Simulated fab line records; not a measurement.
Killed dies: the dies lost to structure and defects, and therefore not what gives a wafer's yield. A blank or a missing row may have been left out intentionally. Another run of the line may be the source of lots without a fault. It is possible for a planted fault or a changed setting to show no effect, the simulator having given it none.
Comparing a struck lot with a sound one | flow gf180mcu | 14 steps out of a route of 602
Sound: wafers L822.1, L822.4, L822.5. Wafers L814.1, L814.3, L814.5 were the ones struck. At the end, the cause is stated.
At each step with rows: each side's tool, then ch and its chambers, then its first start. Under that, the readings that differ: sound wafers | struck wafers | difference of the means | sigmas: that difference in standard deviations of wafers without a fault.
alike: readings with means less than 2 such deviations apart, plus words and numbers identical on both sides. not compared: withheld readings, readings lacking a value on some wafer, bounds such as >300 that could conceal the same value, and numbers that have no deviation in the record and whose values overlap.
Wherever a step has rows on one side only, a row that says differs or no value, or a row with sigmas, the two part there. Non-overlapping numbers with no deviation appear without sigmas and do not part them. A reading that every wafer of one side lacks parts them only if that side has two wafers or more.

GF_V1_STRIP_18: strips in O2/N2.
  sound on plasma-asher-04 ch 0,1, day 24 21:34; struck on plasma-asher-01 ch 0,1, day 22 00:22
  alike: drypump-motor-current-A, heater-power-w, n2-flow-sccm, o2-flow-sccm, oes-product-au
  not compared: rf-hours-counter-h
then, 3 steps without rows for these wafers: GF_V1_STRIP_19 (strips in post etch residue remover, time 1200 s); GF_V1_CLEAN_20 (cleans in DIW); GF_V1_SPUTTER_21 (material Ti, target thk 15 nm, time 80.02 s).
GF_V1_SPUTTER_22: material TiN, target thk 10 nm, time 40 s.
  sound: pvd-sputter-01 at day 24 22:11; struck: pvd-sputter-04 at day 22 00:58
  alike: cathode-dc-power-W, chamber-pressure-pa, throttle-valve-pct
then, 1 step without rows for these wafers: GF_V1_CVD_23 (deposits W, target thk 350 nm, time 105.05 s).
GF_V1_RS_MEAS_24: a four-point-probe measurement.
  sound: film-metro-02 at day 24 22:20; struck: film-metro-03 at day 22 01:07
  alike: V1_W_RS
GF_V1_THK_MEAS_25: measures by xrf.
  sound: film-metro-02 at day 24 22:28; struck: film-metro-03 at day 22 01:14
  alike: V1_W_THK
GF_V1_CMP_26: polishes, stops on SiO2, t overpolish 15 s, target thk 0 nm.
  sound on cmp-02 ch 1,2, day 25 00:44; struck on cmp-02 ch 0,3, day 22 01:17
  alike: motor-current-A, overpolish-run-s, time-to-endpoint-s
GF_M2_SPUTTER_00: material Ti, target thk 37.5 nm, time 150 s.
  sound: pvd-sputter-04 at day 25 00:59; struck: pvd-sputter-01 at day 22 01:35
  alike: cathode-dc-power-W, chamber-pressure-pa, throttle-valve-pct
then, 2 steps without rows for these wafers: GF_M2_SPUTTER_01 (material TiN, target thk 30 nm, time 25 s); GF_M2_SPUTTER_02 (material AlCu, target thk 450 nm, time 23.9 s).
GF_M2_SPUTTER_03: material Ti, target thk 10 nm, time 6.7 s.
  sound: pvd-sputter-04 at day 25 01:09; struck: pvd-sputter-01 at day 22 01:45
  no value came back on the struck wafers for cathode-dc-power-W (W), chamber-pressure-pa (Pa), throttle-valve-pct (%); on the sound wafers cathode-dc-power-W (W) reads 2999.9 2999.8 3000.1
GF_M2_SPUTTER_04: material TiN, target thk 50 nm, time 41.7 s.
  sound: pvd-sputter-04 at day 25 01:10; struck: pvd-sputter-01 at day 22 01:46
  alike: cathode-dc-power-W, chamber-pressure-pa, throttle-valve-pct

## WHERE THEY PART
GF_M2_SPUTTER_03 only, going by this record. Later steps at which nothing parts them and some readings are alike: GF_M2_SPUTTER_04.

WHY: the cause the simulator had injected
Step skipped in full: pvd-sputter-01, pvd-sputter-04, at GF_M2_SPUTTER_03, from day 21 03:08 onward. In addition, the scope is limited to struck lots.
